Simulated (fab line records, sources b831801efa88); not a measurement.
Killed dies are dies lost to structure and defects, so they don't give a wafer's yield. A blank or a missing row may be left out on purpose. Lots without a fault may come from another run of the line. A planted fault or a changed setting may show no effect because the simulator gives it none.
fab line records | flow sky130
record lots=6 wafers=18 last_day=49
route steps=708 shown RES_XHIGH@339 SD_N@342 SD_P@359 PAD_OPEN@708
lots that met no fault: from a run of the same line without faults
start_h: hours from the record's first day to the start of the lot's first wafer shown | wait_h: hours since the lot's step before | " the same as in the row above | L1.1+2: a row that stands for several wafers | - no value, or no start given | * or withheld: withheld | < > ~ a bound
route shown NAME@n: a module of which the file shows steps, and the number in the route of the first | usual: mean/standard deviation of fault-free wafers | same: alike in all rows | chamber/n: place in a boat | sites: the reading at each site | _std_site: their standard deviation | _edge_site: outer sites' mean less inner sites' | radius_mm: how far each site lies from the wafer's centre | mask NAME#n: copy n | behind: the tool/chamber that last shaped the wafer | hold: why the lot was held/for how many hours/how that ended | device: the transistor (n, p or np) that didn't switch | end of line: the same wafers' tests at the end of the route | a step without rows: its recipe alone | killed: dies lost to structure and defects at the first sort, not the wafer's yield | map: a wafer's dies, x killed, . not, _ none there
set.NAME: the setting as run; set.NAME@STEP: as run at that earlier step | model.NAME: the simulator's own value behind a step, which no gauge read
lots at some steps of the route; a table a step, a row a wafer
services: from which hour (start_h, from the record's first day; less than 0 if before it) a tool's chamber was out of use, for how many hours, and why
## steps
# step SKY_RES_XHIGH_IMPLANT_07
# recipe species=BF2 energy_kev=20 dose_cm2=3.6e+14 tilt_deg=0
# step SKY_RES_XHIGH_STRIP_08
# recipe chemistry=O2/N2 power_w=1400 pressure_mtorr=1500 platen_temp_c=withheld o2_flow_sccm=3000 n2_flow_sccm=300 overash_fraction=0.5
# usual drypump_motor_current_A=5.5/0.36 oes_product_au=0.712/0.0041 strip_time_to_endpoint_s=14.28/0.047
# columns lot.wafer tool chamber start_h wait_h drypump_motor_current_A oes_product_au rf_hours_counter_h strip_time_to_endpoint_s
L647.1 plasma_asher-04 1 666.88 0.1 5.3 0.715 97 14.25
L647.4 " 0 " " 5.3 0.708 - 14.27
L647.5 " 0 " " 5.3 0.711 - 14.23
L650.1 plasma_asher-03 0 692.88 0.1 6.4 0.711 87 14.29
L650.2 " 1 " " 5.4 0.712 87 14.29
L650.6 " 1 " " 5.3 0.709 - 14.28
L652.1 plasma_asher-02 0 701.38 0.1 5.5 0.713 25 14.28
L652.2 " 1 " " 5.4 0.709 25 14.30
L652.5 " 1 " " 5.4 0.708 - 14.29
L655.3 plasma_asher-02 0 728.90 0.1 5.5 0.708 - 14.29
L655.4 " 1 " " 5.4 0.705 - 14.28
L655.5 " 0 " " 5.5 0.708 - 14.29
L658.1 plasma_asher-04 1 749.06 0.1 5.3 0.719 0 14.24
L658.3 " 0 " " 5.3 0.710 - 14.24
L658.6 " 0 " " 5.3 0.710 - 14.26
L659.1 plasma_asher-04 0 756.72 0.1 5.3 0.707 1 14.26
L659.2 " 1 " " 5.4 0.710 1 14.25
L659.3 " 0 " " 5.3 0.724 - 14.19
# step SKY_RES_XHIGH_TW_MEAS_09
# usual RES_XHIGH_TW=1635/11
# columns lot.wafer tool chamber start_h wait_h RES_XHIGH_TW
L647.1 film_metro-02 - 666.98 0.1 1641
L647.4 " - " " 1638
L647.5 " - " " 1634
L650.1 film_metro-04 - 692.98 0.1 1622
L650.2 " - " " 1626
L650.6 " - " " 1624
L652.1 film_metro-02 - 701.48 0.1 1627
L652.2 " - " " 1633
L652.5 " - " " 1636
L655.3 film_metro-04 - 728.98 0.1 1628
L655.4 " - " " 1616
L655.5 " - " " 1619
L658.1 film_metro-03 - 749.16 0.1 1640
L658.3 " - " " 1643
L658.6 " - " " 1647
L659.1 film_metro-04 - 756.84 0.1 1626
L659.2 " - " " 1626
L659.3 " - " " 1626
# step SKY_SD_N_DEHYDRATE_00
# recipe temp_c=200 time_s=60
# step SKY_SD_N_HMDS_01
# recipe prime_time_s=60 prime_temp_c=120
# step SKY_SD_N_COAT_02
# recipe resist=NOVOLAK spin_rpm=3000 resist_thk_nm=1140
# step SKY_SD_N_SOFTBAKE_03
# recipe temp_c=90 time_s=60 resist=NOVOLAK
# step SKY_SD_N_EXPOSE_04
# recipe mask_id=NSDM na=0.6 source_shape=conventional sigma_outer=0.6 polarization=unpolarized target_cd_nm=380 dose_mj=141
# step SKY_SD_N_PEB_05
# recipe temp_c=withheld time_s=* resist=NOVOLAK
# step SKY_SD_N_DEVELOP_06
# recipe resist=NOVOLAK developer=TMAH develop_time_s=60 dev_temp_c=23
# step SKY_SD_N_CD_MEAS_07
# recipe target_cd_nm=380
# usual cd_nm=379.3/2.3
# columns lot.wafer tool chamber start_h wait_h cd_nm
L647.1 cd_sem-02 - 695.56 0.1 377.9
L647.4 " - " " 377.1
L647.5 " - " " 376.5
L650.1 cd_sem-01 - 720.57 0.1 381.6
L650.2 " - " " 377.9
L650.6 " - " " 381.3
L652.1 cd_sem-01 - 729.67 0.1 379.4
L652.2 " - " " 378.5
L652.5 " - " " 380.3
L655.3 cd_sem-02 - 756.11 0.1 377.3
L655.4 " - " " 378.6
L655.5 " - " " 377.6
L658.1 cd_sem-01 - 776.26 0.1 376.1
L658.3 " - " " 376.5
L658.6 " - " " 376.3
L659.1 cd_sem-02 - 783.36 0.1 379.6
L659.2 " - " " 380.1
L659.3 " - " " 380.2
# step SKY_SD_N_OVL_MEAS_08
# usual SD_N_OVL=0.5/1.3
# columns lot.wafer tool chamber start_h wait_h SD_N_OVL[nm]
L647.1 overlay-02 - 695.68 0.1 0.6
L647.4 " - " " 1.2
L647.5 " - " " 0.9
L650.1 overlay-02 - 720.69 0.1 2.0
L650.2 " - " " 2.3
L650.6 " - " " 3.8
L652.1 overlay-01 - 729.79 0.1 1.4
L652.2 " - " " 2.2
L652.5 " - " " 1.6
L655.3 overlay-01 - 756.20 0.1 0.2
L655.4 " - " " 0.5
L655.5 " - " " -0.3
L658.1 overlay-01 - 776.38 0.1 1.0
L658.3 " - " " 2.1
L658.6 " - " " 1.3
L659.1 overlay-02 - 783.48 0.1 2.6
L659.2 " - " " 2.7
L659.3 " - " " 1.8
# step SKY_SD_N_IMPLANT_09
# recipe species=As energy_kev=50 dose_cm2=4e+15 tilt_deg=0
# usual beam_energy_keV=49.999/0.014 beam_on_s=18.3/1.6
# columns lot.wafer tool chamber start_h wait_h beam_energy_keV beam_on_s model.implant.rp_nm model.implant.drp_nm
L647.1 implanter-03 0 695.72 0.0 50.008 17.7 31.63 14.11
L647.4 " 0 " " 49.985 17.2 31.63 14.11
L647.5 " 0 " " 49.986 17.5 31.63 14.11
L650.1 implanter-03 0 720.72 0.0 50.005 17.9 32.28 14.11
L650.2 " 0 " " 50.008 18.0 32.28 14.11
L650.6 " 0 " " 50.003 18.0 32.28 14.11
L652.1 implanter-04 0 729.82 0.0 50.019 19.4 32.71 14.11
L652.2 " 0 " " 50.011 20.0 32.71 14.11
L652.5 " 0 " " 50.013 20.3 32.71 14.11
L655.3 implanter-04 0 756.27 0.1 36.400 18.9 25.53 11.14
L655.4 " 0 " " 36.430 20.4 25.53 11.14
L655.5 " 0 " " 36.424 19.6 25.53 11.14
L658.1 implanter-04 0 776.42 0.0 36.411 20.2 25.98 11.14
L658.3 " 0 " " 36.419 19.2 25.98 11.14
L658.6 " 0 " " 36.402 19.8 25.98 11.14
L659.1 implanter-01 0 783.52 0.0 50.002 15.9 33.45 14.11
L659.2 " 0 " " 49.984 15.7 33.45 14.11
L659.3 " 0 " " 50.016 16.0 33.45 14.11
# step SKY_SD_N_IMPLANT_10
# recipe species=P energy_kev=20 dose_cm2=1e+14 tilt_deg=0
# step SKY_SD_N_STRIP_11
# recipe chemistry=O2/N2 power_w=1400 pressure_mtorr=1500 platen_temp_c=withheld o2_flow_sccm=3000 n2_flow_sccm=300 overash_fraction=0.5
# usual drypump_motor_current_A=5.7/0.47 oes_product_au=0.528/0.0049 strip_time_to_endpoint_s=22.55/0.054
# columns lot.wafer tool chamber start_h wait_h drypump_motor_current_A oes_product_au rf_hours_counter_h strip_time_to_endpoint_s
L647.1 plasma_asher-03 1 696.02 0.1 5.4 0.534 87 22.58
L647.4 " 0 " " 6.5 0.516 - 22.55
L647.5 " 0 " " 6.4 0.529 - 22.52
L650.1 plasma_asher-02 1 721.02 0.1 5.4 0.536 27 22.44
L650.2 " 0 " " 5.5 0.525 27 22.40
L650.6 " 0 " " 5.5 0.536 - 22.41
L652.1 plasma_asher-02 1 730.12 0.1 5.4 0.538 29 22.56
L652.2 " 0 " " 5.5 0.522 29 22.56
L652.5 " 0 " " 5.5 0.530 - 22.57
L655.3 plasma_asher-03 0 756.56 0.1 6.5 0.566 - 20.54
L655.4 " 1 " " 5.4 0.555 - 20.50
L655.5 " 0 " " 6.4 0.551 - 20.47
L658.1 plasma_asher-03 1 776.72 0.1 5.4 0.556 96 20.44
L658.3 " 1 " " 5.3 0.553 - 20.44
L658.6 " 1 " " 5.3 0.553 - 20.44
L659.1 plasma_asher-01 0 783.82 0.1 6.6 0.528 65 22.56
L659.2 " 1 " " 5.4 0.521 65 22.58
L659.3 " 1 " " 5.4 0.533 - 22.57
# step SKY_SD_N_TW_MEAS_12
# usual SD_N_TW=3971/18
# columns lot.wafer tool chamber start_h wait_h SD_N_TW
L647.1 film_metro-02 - 696.12 0.1 3970
L647.4 " - " " 3963
L647.5 " - " " 3988
L650.1 film_metro-03 - 721.12 0.1 3966
L650.2 " - " " 3978
L650.6 " - " " 3977
L652.1 film_metro-02 - 730.22 0.1 3990
L652.2 " - " " 3984
L652.5 " - " " 3981
L655.3 film_metro-02 - 756.64 0.1 3686
L655.4 " - " " 3686
L655.5 " - " " 3666
L658.1 film_metro-03 - 776.82 0.1 3681
L658.3 " - " " 3659
L658.6 " - " " 3668
L659.1 film_metro-02 - 783.92 0.1 3989
L659.2 " - " " 4007
L659.3 " - " " 3992
# step SKY_SD_N_CLEAN_13
# recipe chemistry=SC1/SC2 mix=1:4:20 temp_c=70 time_s=150 dry=n2_spin
# step SKY_SD_N_RTA_14
# recipe temp_c=1075 time_s=2 idle_temp_c=650 ramp_up_c_per_s=150 ramp_down_c_per_s=90 ambient=N2
# usual anneal_temp_c_max=1080.9/1.2 lamp_power_pct=15.74/0.056 ramp_up_c_per_s=150.00/0.027 wafer_temp_C_max=1077.9/1.3
# columns lot.wafer tool chamber start_h wait_h anneal_temp_c_max lamp_power_pct ramp_up_c_per_s wafer_temp_C_max
L647.1 rtp_anneal-02 0 696.23 0.0 1079.6 15.79 150.01 1080.1
L647.4 " 0 " " 1079.5 15.83 149.98 1077.7
L647.5 " 0 " " 1081.8 15.81 149.99 1076.1
L650.1 rtp_anneal-01 0 721.24 0.0 1081.5 15.86 149.99 1076.8
L650.2 " 0 " " 1081.0 15.78 150.05 1076.6
L650.6 " 0 " " 1080.6 15.76 149.98 1078.9
L652.1 rtp_anneal-01 0 730.33 0.0 1082.7 15.68 150.07 1080.1
L652.2 " 0 " " 1081.3 15.80 149.98 1077.5
L652.5 " 0 " " 1081.2 15.81 150.02 1078.0
L655.3 rtp_anneal-02 0 756.75 0.0 1078.9 15.75 150.01 1077.6
L655.4 " 0 " " 1080.1 15.74 150.02 1077.8
L655.5 " 0 " " 1080.3 15.71 149.99 1079.4
L658.1 rtp_anneal-01 0 776.93 0.0 1080.5 15.79 150.02 1079.5
L658.3 " 0 " " 1081.5 15.78 150.00 1075.8
L658.6 " 0 " " 1082.9 15.74 150.02 1079.4
L659.1 rtp_anneal-02 0 784.03 0.0 1079.6 15.82 149.97 1077.8
L659.2 " 0 " " 1080.2 15.82 150.04 1075.5
L659.3 " 0 " " 1079.7 15.71 150.01 1078.4
# step SKY_SD_N_RS_MEAS_16
# recipe thk_meas_gauge=four-point-probe
# usual SD_N_RS=68.55/0.12
# columns lot.wafer tool chamber start_h wait_h SD_N_RS[ohm/sq]
L647.1 film_metro-03 - 696.40 0.1 68.43
L647.4 " - " " 68.33
L647.5 " - " " 68.54
L650.1 film_metro-02 - 721.41 0.1 68.51
L650.2 " - " " 68.55
L650.6 " - " " 68.48
L652.1 film_metro-02 - 730.51 0.1 68.52
L652.2 " - " " 68.55
L652.5 " - " " 68.56
L655.3 film_metro-02 - 756.95 0.1 79.48
L655.4 " - " " 79.44
L655.5 " - " " 79.74
L658.1 film_metro-02 - 777.16 0.1 79.35
L658.3 " - " " 79.35
L658.6 " - " " 79.40
L659.1 film_metro-03 - 784.26 0.1 68.37
L659.2 " - " " 68.58
L659.3 " - " " 68.45
# step SKY_SD_N_RS_MEAS_17
# recipe thk_meas_gauge=four-point-probe
# usual SD_P_RS=147.0/0.41
# columns lot.wafer tool chamber start_h wait_h SD_P_RS[ohm/sq]
L647.1 film_metro-03 - 696.52 0.1 146.9
L647.4 " - " " 146.9
L647.5 " - " " 147.2
L650.1 film_metro-02 - 721.53 0.1 146.8
L650.2 " - " " 147.1
L650.6 " - " " 146.9
L652.1 film_metro-02 - 730.63 0.1 147.0
L652.2 " - " " 147.2
L652.5 " - " " 147.2
L655.3 film_metro-02 - 757.07 0.1 146.8
L655.4 " - " " 147.2
L655.5 " - " " 147.2
L658.1 film_metro-02 - 777.28 0.1 146.7
L658.3 " - " " 146.8
L658.6 " - " " 147.0
L659.1 film_metro-03 - 784.38 0.1 146.0
L659.2 " - " " 146.2
L659.3 " - " " 146.8
# step SKY_PAD_OPEN_PROBE_99
# usual killed_at_M0_to_M3=42/6.1 killed_at_M4_up=3.4/2 killed_at_contacts=23/4.8 killed_at_front_end=15/3.8 killed_at_other=0.3/0.48 killed_dies=84/8.5 killed_open=46/6.8 killed_short=38/6.2
# same gross_dies=492 killed_at_back_side=0
# columns lot.wafer tool chamber start_h wait_h killed_at_M0_to_M3 killed_at_M4_up killed_at_contacts killed_at_front_end killed_at_other killed_dies killed_open killed_short model.etest.res_ndiff.line_ohm_um model.etest.sonos_uncharged.r_on_ohm_um model.etest.res_ndiff.rs_ohm_sq model.etest.res_ndiff_hv.rs_ohm_sq
L647.1 prober-02 - 1112.04 0.1 40 6 26 21 0 93 50 42 793.2 824.9 122.1 116.1
L647.4 prober-02 - 1112.19 0.2 37 1 23 18 0 79 45 33 786.5 841.5 122.4 115.9
L647.5 prober-02 - 1112.24 0.2 31 3 24 18 1 77 38 39 769.5 834.3 122.3 115.5
L650.1 prober-01 - 1131.99 0.1 45 2 24 21 1 93 47 45 781.1 818.2 120.4 115
L650.2 prober-01 - 1132.04 0.1 49 3 26 11 0 89 51 37 781.1 830.3 120.8 115
L650.6 prober-01 - 1132.24 0.2 30 3 26 16 0 75 36 37 772.7 822.4 120.8 114.8
L652.1 prober-01 - 1140.59 0.1 42 8 19 15 0 84 42 42 754.3 824 119 112.8
L652.2 prober-01 - 1140.64 0.1 44 2 27 19 1 93 60 33 765.6 813.5 119.2 113.1
L652.5 prober-01 - 1140.79 0.2 31 2 23 13 0 69 41 28 788.3 831.3 119 112.3
L655.3 prober-02 - 1156.77 0.2 45 7 24 14 0 90 60 29 867.4 830.4 134.5 128.1
L655.4 prober-02 - 1156.82 0.2 50 8 24 15 1 98 57 40 872.8 839.6 134.7 128.1
L655.5 prober-02 - 1156.87 0.2 41 6 27 22 0 96 57 39 858.9 826.6 134.3 127.5
L658.1 prober-01 - 1171.04 0.1 44 4 26 13 0 87 51 36 850.1 835.3 133.3 127.2
L658.3 prober-01 - 1171.14 0.2 50 2 24 11 1 88 43 45 868.5 840.7 133.7 127.8
L658.6 prober-01 - 1171.29 0.2 48 2 22 15 1 88 44 43 861.6 834.2 133.6 126.6
L659.1 prober-02 - 1172.82 0.1 40 5 23 15 0 83 41 42 744.3 828.6 118.4 110.7
L659.2 prober-02 - 1172.87 0.1 47 5 15 13 0 80 45 35 741 811.2 118 111.8
L659.3 prober-02 - 1172.92 0.2 42 3 25 17 0 87 52 35 774.1 826.9 118.2 112.3
# killed by level:class
L647.1 VIA1:geometric_particle:open=10 CONTACT:geometric_particle:open=9 VIA1:geometric_particle:short=7 POLY_GATE:geometric_particle:short=7 LI_CONTACT:geometric_particle:open=7 POLY_GATE:geometric_particle:open=5 VIA2:geometric_particle:short=5 CONTACT:geometric_particle:short=4
L647.4 METAL1:geometric_particle:short=9 FIELD_ISO:geometric_particle:open=8 CONTACT:geometric_particle:open=8 VIA3:geometric_particle:open=6 LOCAL_INTERCONNECT:geometric_particle:short=5 VIA2:geometric_particle:open=5 VIA1:geometric_particle:open=5 LI_CONTACT:geometric_particle:open=4
L647.5 CONTACT:geometric_particle:short=9 CONTACT:geometric_particle:open=9 VIA3:geometric_particle:open=7 FIELD_ISO:geometric_particle:open=4 LI_CONTACT:geometric_particle:open=4 VIA3:geometric_particle:short=4 VIA1:geometric_particle:open=4 FIELD_ISO:geometric_particle:short=3
L650.1 CONTACT:geometric_particle:open=11 VIA3:geometric_particle:open=8 POLY_GATE:geometric_particle:short=7 VIA1:geometric_particle:open=7 METAL2:geometric_particle:short=6 POLY_GATE:geometric_particle:open=5 CONTACT:geometric_particle:short=5 VIA3:geometric_particle:short=5
L650.2 VIA1:geometric_particle:open=12 CONTACT:geometric_particle:open=9 VIA2:geometric_particle:open=9 LI_CONTACT:geometric_particle:open=7 LOCAL_INTERCONNECT:geometric_particle:short=5 METAL1:geometric_particle:short=5 VIA1:geometric_particle:short=5 FIELD_ISO:geometric_particle:open=4
L650.6 VIA1:geometric_particle:open=9 LI_CONTACT:geometric_particle:open=8 CONTACT:geometric_particle:open=8 CONTACT:geometric_particle:short=7 FIELD_ISO:geometric_particle:short=4 METAL1:geometric_particle:short=4 METAL2:geometric_particle:short=4 VIA3:geometric_particle:short=4
L652.1 LI_CONTACT:geometric_particle:open=9 VIA1:geometric_particle:open=6 METAL4:geometric_particle:short=6 CONTACT:geometric_particle:open=6 METAL1:geometric_particle:short=6 VIA2:geometric_particle:short=6 VIA2:geometric_particle:open=6 FIELD_ISO:geometric_particle:short=5
L652.2 CONTACT:geometric_particle:open=12 VIA3:geometric_particle:open=10 VIA2:geometric_particle:open=10 LI_CONTACT:geometric_particle:open=9 FIELD_ISO:geometric_particle:open=7 VIA1:geometric_particle:open=6 FIELD_ISO:geometric_particle:short=4 CONTACT:geometric_particle:short=4
L652.5 VIA1:geometric_particle:open=11 CONTACT:geometric_particle:open=10 LI_CONTACT:geometric_particle:open=5 VIA2:geometric_particle:open=5 POLY_GATE:geometric_particle:short=4 METAL2:geometric_particle:short=4 LOCAL_INTERCONNECT:geometric_particle:short=3 METAL1:geometric_particle:short=3
L655.3 VIA1:geometric_particle:open=14 CONTACT:geometric_particle:open=10 VIA2:geometric_particle:open=8 VIA3:geometric_particle:open=5 POLY_GATE:geometric_particle:open=5 LI_CONTACT:geometric_particle:open=4 CONTACT:geometric_particle:short=4 METAL2:geometric_particle:short=4
L655.4 VIA1:geometric_particle:open=16 CONTACT:geometric_particle:open=11 VIA2:geometric_particle:open=11 METAL1:geometric_particle:short=7 LI_CONTACT:geometric_particle:short=6 VIA3:geometric_particle:open=6 FIELD_ISO:geometric_particle:short=5 FIELD_ISO:geometric_particle:open=4
L655.5 CONTACT:geometric_particle:open=13 VIA1:geometric_particle:open=12 VIA3:geometric_particle:open=7 FIELD_ISO:geometric_particle:open=6 LI_CONTACT:geometric_particle:open=6 CONTACT:geometric_particle:short=5 METAL2:geometric_particle:short=5 SPACER:geometric_particle:short=4
L658.1 CONTACT:geometric_particle:open=10 LI_CONTACT:geometric_particle:open=6 VIA2:geometric_particle:short=6 VIA2:geometric_particle:open=6 VIA3:geometric_particle:open=6 CONTACT:geometric_particle:short=5 FIELD_ISO:geometric_particle:open=4 METAL2:geometric_particle:open=4
L658.3 CONTACT:geometric_particle:open=9 VIA3:geometric_particle:open=9 VIA1:geometric_particle:open=8 LI_CONTACT:geometric_particle:open=7 METAL1:geometric_particle:short=7 METAL2:geometric_particle:short=7 VIA1:geometric_particle:short=6 VIA2:geometric_particle:open=5
L658.6 VIA1:geometric_particle:open=9 VIA2:geometric_particle:open=9 CONTACT:geometric_particle:open=7 METAL1:geometric_particle:short=7 VIA3:geometric_particle:short=7 LI_CONTACT:geometric_particle:open=6 METAL2:geometric_particle:short=5 LI_CONTACT:geometric_particle:short=5
L659.1 VIA1:geometric_particle:open=11 METAL1:geometric_particle:short=7 LI_CONTACT:geometric_particle:open=6 VIA2:geometric_particle:open=6 CONTACT:geometric_particle:short=5 CONTACT:geometric_particle:open=5 METAL4:geometric_particle:short=5 SPACER:geometric_particle:short=4
L659.2 VIA1:geometric_particle:open=15 LI_CONTACT:geometric_particle:open=6 CONTACT:geometric_particle:open=5 METAL2:geometric_particle:short=5 VIA2:geometric_particle:open=5 METAL1:geometric_particle:short=4 VIA1:geometric_particle:short=4 VIA3:geometric_particle:short=4
L659.3 VIA1:geometric_particle:open=13 LOCAL_INTERCONNECT:geometric_particle:short=9 VIA3:geometric_particle:open=8 LI_CONTACT:geometric_particle:open=7 FIELD_ISO:geometric_particle:short=4 CONTACT:geometric_particle:open=4 POLY_GATE:geometric_particle:open=4 VIA2:geometric_particle:open=4
## services
# columns tool chamber start_h hours kind
implanter-04 - 645.43 3.2 pm
plasma_asher-04 - 654.46 0.6 repair
implanter-03 - 657.65 2.0 repair
implanter-04 - 661.03 4.9 repair
plasma_asher-04 - 702.76 2.8 pm
plasma_asher-01 - 719.23 14.6 pm
plasma_asher-04 - 733.75 9.0 pm
plasma_asher-04 0 733.75 9.0 vent_cycle
plasma_asher-04 1 733.75 9.0 vent_cycle
plasma_asher-01 - 733.80 2.8 pm
implanter-03 - 736.46 2.1 pm
implanter-03 - 740.51 6.1 repair
plasma_asher-04 0 742.75 - clean
plasma_asher-04 1 742.75 - clean
plasma_asher-04 - 750.63 6.0 repair
implanter-03 - 757.18 1.3 repair
plasma_asher-03 - 768.12 8.2 repair
plasma_asher-03 - 783.98 2.8 pm
## key
first_sign step=SKY_SD_N_IMPLANT_09 reading=beam_energy_keV direction=down sigmas=99+ usual=* struck=*
effect step=SKY_SD_N_STRIP_11 reading=strip_time_to_endpoint_s direction=down sigmas=38 usual=* struck=*
effect step=SKY_SD_N_TW_MEAS_12 reading=SD_N_TW direction=down sigmas=16 usual=3971 struck=3674
effect step=SKY_SD_N_RS_MEAS_16 reading=SD_N_RS direction=up sigmas=87 usual=68.55 struck=79.46
model_effect step=SKY_SD_N_IMPLANT_09 value=implant.rp_nm without=33.2 struck=25.75
model_effect step=SKY_PAD_OPEN_PROBE_99 value=etest.res_ndiff.line_ohm_um without=760.4 struck=863.2
met_at SKY_SD_N_IMPLANT_09
struck_wafers L655.3,L655.4,L655.5,L658.1,L658.3,L658.6
tester_left_out L655,L658
onset_between 729.82 756.27
fault kind=process_parameter_drift tool=implanter-04 chamber=- onset_h=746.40 steps=SKY_SD_N_IMPLANT_09 channel=energy_kev offset=* shape=step end_h=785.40 acts_in=* stated=*
# tester_left_out: of these lots the tester's yield and bins aren't shown, on N5 and GAA mostly nor the transistor test; their killed dies are dies lost to structure and defects alone, not to doping, threshold or leakage, so they don't give the yield
